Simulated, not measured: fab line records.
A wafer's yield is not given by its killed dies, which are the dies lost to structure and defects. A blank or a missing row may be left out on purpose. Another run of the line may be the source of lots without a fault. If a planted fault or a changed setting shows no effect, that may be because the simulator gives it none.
Split-lot trial	flow gf180mcu	23 wafers read from 5 lots, route of 602 steps

ON THE SPLIT
At GF_POLY_GATE_PEB_08 (peb time 90 s), the setting pebTempC was moved away from the recipe's 135 C on 8 of the 23 wafers read, by -2.1% to +1.6%. All remaining wafers had this setting at the recipe value.

FROM THE SPLIT TO THE READING: what the file shows between them, 7 steps
- GF_POLY_GATE_DEVELOP_09: develop time 60 s
- GF_POLY_GATE_CD_MEAS_10: target cd 280 nm
- GF_POLY_GATE_ETCH_12: etches BARC in N2/H2 (also split here: ionEnergyEv)
- GF_POLY_GATE_ETCH_13: etches poly-Si in HBr/Cl2, stops on SiO2, target depth 198.5 nm, time 69.6 s
- GF_POLY_GATE_STRIP_14: strips in O2/N2
- GF_POLY_GATE_CLEAN_15: cleans in SC1/SC2, time 150 s
- GF_POLY_GATE_OXIDATION_16: stabilise 600 s, purge 300 s, target thk 4 nm

THE READING
cdNm, in nm, at GF_POLY_GATE_CD_MEAS_18. A value of 279.6 nm with a standard deviation of 1.6 nm is what fault-free wafers of this fab line usually give.

wafer	tool, chamber at the split	pebTempC as run, C	against the recipe	cdNm, nm	against lot-mates on the recipe
L074.1	lithoTrack-01, 0	133.8	-0.9%	285.0	+2.8
L074.2	lithoTrack-01, 0	133.8	-0.9%	284.8	+2.6
L074.3	lithoTrack-01, 0	135	recipe	283.3	-
L074.4	lithoTrack-01, 0	135	recipe	281.0	-
L074.5	lithoTrack-01, 0	135	recipe	282.3	-
L075.2	lithoTrack-01, 0	132.2	-2.1%	288.9	+8.2
L075.3	lithoTrack-01, 0	135	recipe	281.0	-
L075.4	lithoTrack-01, 0	132.2	-2.1%	290.7	+10.1
L075.5	lithoTrack-01, 0	135	recipe	280.3	-
L075.6	lithoTrack-01, 0	132.2	-2.1%	288.1	+7.5
L082.1	lithoTrack-02, 0	135	recipe	280.3	-
L082.2	lithoTrack-02, 0	135	recipe	280.8	-
L082.3	lithoTrack-02, 0	135	recipe	281.6	-
L082.4	lithoTrack-02, 0	135	recipe	278.5	-
L082.5	lithoTrack-02, 0	135	recipe	280.2	-
L084.1	lithoTrack-01, 0	137.1	+1.6%	273.7	-5.9
L084.2	lithoTrack-01, 0	135	recipe	278.3	-
L084.4	lithoTrack-01, 0	137.1	+1.6%	276.2	-3.4
L084.5	lithoTrack-01, 0	135	recipe	281.0	-
L084.6	lithoTrack-01, 0	137.1	+1.6%	272.6	-7.0
L085.1	lithoTrack-04, 0	135	recipe	278.8	-
L085.3	lithoTrack-04, 0	135	recipe	281.3	-
L085.5	lithoTrack-04, 0	135	recipe	279.1	-

THE FIT
A straight line over all 23 wafers: cdNm changes by -4.2 nm for each +1% of pebTempC; r = -0.95; the points scatter about the line by 1.4 nm.
The same after taking each lot's own level away (the mean of its wafers on the recipe; 23 wafers): -3.84 nm for each +1%; r = -0.96; scatter 1.2 nm.
According to that fit, moving pebTempC by its largest amount changes the reading by 8 nm.
The span of the lots' own levels, 279.65 to 282.20 nm, comes to 1.6 times the standard deviation stated above.
So the lot-to-lot level changes the slope little: the two slopes agree.
Check: +7.99 nm against its lot-mates is what the line predicts for one of the wafers moved furthest among these (-2.1%) when that wafer is left out of the fit. Against them it came out at +8.25 nm.

ADDITIONAL SPLITS CARRIED BY THESE WAFERS
Before the reading, these wafers also passed through other splits. Each is held against what the fit with the lots' levels taken away leaves over:
other split on the same wafers	wafers away from the commonest value	r with cdNm (lot level and that fit taken away)
GF_POLY_GATE_ETCH_12 ionEnergyEv	8	-0.10

THE WHOLE CHAIN: every reading that the file lists as answering this split, in the file's order
step	what it does	reading	change (the file's fit)	r (the file's)
GF_POLY_GATE_CD_MEAS_10	target cd 280 nm	cdNm	-4.29 nm for each +1% of the setting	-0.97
GF_POLY_GATE_ETCH_12	etches BARC in N2/H2	POLY_GATE.cdNm (the simulator's own value, which no gauge read)	-4.11 nm for each +1% of the setting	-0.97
GF_POLY_GATE_ETCH_13	etches poly-Si in HBr/Cl2, stops on SiO2, target depth 198.5 nm, time 69.6 s	POLY_GATE.cdNm (the simulator's own value, which no gauge read)	-3.9 nm for each +1% of the setting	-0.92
GF_POLY_GATE_CD_MEAS_18		cdNm	-3.83 nm for each +1% of the setting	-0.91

THE FILE'S OWN FIT
cdNm changes by -3.83 nm for each +1% of pebTempC, r = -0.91.
